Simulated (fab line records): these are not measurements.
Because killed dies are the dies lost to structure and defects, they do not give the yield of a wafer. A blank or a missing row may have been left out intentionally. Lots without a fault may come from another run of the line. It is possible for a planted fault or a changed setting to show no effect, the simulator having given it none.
A lot that was struck, set against a sound lot	flow sfq-line	18 steps out of a route of 325
Sound: the wafers L295.3, L295.4, L295.5. Struck: wafers L305.1, L305.3, L305.5. Last of all comes the cause.
Order at every step that has rows: each side's tool, ch and its chambers, its first start. Under that, the readings that differ: sound wafers	struck wafers	difference of the means	sigmas: that difference in standard deviations of wafers without a fault.
alike: a reading whose means differ by less than 2 such deviations, as well as words and numbers matching on both sides. not compared: withheld readings; readings where some wafer has no value; bounds like >300 that might hide an equal value; numbers whose values overlap and for which the record gives no deviation.
A row with sigmas, a row that says differs or no value, or rows on one side alone: a step with any of these is where the two part. Numbers that have no deviation but don't overlap get no sigmas and don't part them. A reading missing from all wafers of one side parts the sides only when that side holds two or more wafers.

first, 2 steps without rows for these wafers: SFQ_TRILAYER_I4_VIA_STRIP_SOLV_CLEAN_108 (cleans in NMP, time 600 s); SFQ_TRILAYER_JJ_TRILAYER_DEP_PRE_CLEAN_113 (time 22.5 s).
SFQ_TRILAYER_JJ_TRILAYER_DEP_SPUTTER_109: material Nb, target thk 150 nm, time 100 s.
  sound on pvd-sputter-03, day 40 10:46; struck on pvd-sputter-06, day 44 08:08
  alike: chamber-pressure-pa, throttle-valve-pct
SFQ_TRILAYER_JJ_TRILAYER_DEP_SPUTTER_110: material Al, target thk 8 nm, time 10 s.
  sound on pvd-sputter-03, day 40 10:51; struck on pvd-sputter-06, day 44 08:13
  alike: chamber-pressure-pa, throttle-valve-pct
then, 1 step without rows for these wafers: SFQ_TRILAYER_JJ_TRILAYER_DEP_AL_OXIDATION_111 (oxidation time 600 s).
SFQ_TRILAYER_JJ_TRILAYER_DEP_SPUTTER_112: material Nb, target thk 170 nm, time 113.3 s.
  sound on pvd-sputter-03, day 40 12:00; struck on pvd-sputter-06, day 44 09:14
  alike: chamber-pressure-pa, throttle-valve-pct
SFQ_JJ_RS_MEAS_929: the measuring method here is four-point-probe.
  sound on film-metro-02, day 40 12:08; struck on film-metro-03, day 44 09:19
  alike: JJ_NB_RS
then, 4 steps without rows for these wafers: SFQ_TRILAYER_JJ_CE_LITHO_COAT_119 (resist thk 62 nm); SFQ_TRILAYER_JJ_CE_LITHO_COAT_114 (resist thk 600 nm); SFQ_TRILAYER_JJ_CE_LITHO_SOFTBAKE_118; SFQ_TRILAYER_JJ_CE_LITHO_EXPOSE_115 (exposes mask J5, target cd 700 nm).
SFQ_TRILAYER_JJ_CE_LITHO_PEB_117: peb time 60 s.
  sound on litho-track-01 ch 0, day 41 19:46; struck on litho-track-01 ch 0, day 45 11:20
then, 1 step without rows for these wafers: SFQ_TRILAYER_JJ_CE_LITHO_DEVELOP_116 (time 60 s).
SFQ_JJ_OVL_MEAS_931:
  sound on overlay-01, day 41 20:02; struck on overlay-02, day 45 11:38
  alike: J5_OVL
SFQ_TRILAYER_JJ_CE_METRO_MEASURE_117:
  sound on cd-sem-02, day 41 20:27; struck on cd-sem-02, day 45 11:41
reading	sound	struck	difference	sigmas
cd-nm (nm)	700.6 701.0 701.1	689.5 690.7 689.7	-10.9	-7
SFQ_TRILAYER_JJ_CE_BARC_OPEN_RIE_150: chemistry O2, target BARC, target depth 240 nm, time 80 s.
  sound on rie-metal-03 ch 0,1, day 41 21:17; struck on rie-metal-04 ch 1, day 45 12:53
reading	sound	struck	difference	sigmas
model.JJ.cd-nm (nm)	700.5 700.6 701.3	692.1 692.9 693.4	-8.0	
  alike: drypump-motor-current-A, oes-product-au
  not compared: rf-hours-counter-h
SFQ_TRILAYER_JJ_CE_ETCH_RIE_118: chemistry SF6, target Nb, stops on Al2O3, time 97.7 s, target depth 170 nm.
  sound on rie-metal-03 ch 0,1, day 41 21:23; struck on rie-metal-04 ch 1, day 45 12:58
reading	sound	struck	difference	sigmas
model.JJ.cd-nm (nm)	702.7 698.9 700.1	690.5 691.4 691.7	-9.4	
  alike: drypump-motor-current-A, oes-product-au
  not compared: rf-hours-counter-h
following that, these wafers have no rows for 1 step: SFQ_TRILAYER_JJ_ANODIZE_ANODIZE_119.

== WHERE THEY PART ==
SFQ_TRILAYER_JJ_CE_METRO_MEASURE_117 only, going by this record. Later steps at which nothing parts them and some readings are alike: SFQ_TRILAYER_JJ_CE_BARC_OPEN_RIE_150, SFQ_TRILAYER_JJ_CE_ETCH_RIE_118.

WHY: whatever the simulator had introduced
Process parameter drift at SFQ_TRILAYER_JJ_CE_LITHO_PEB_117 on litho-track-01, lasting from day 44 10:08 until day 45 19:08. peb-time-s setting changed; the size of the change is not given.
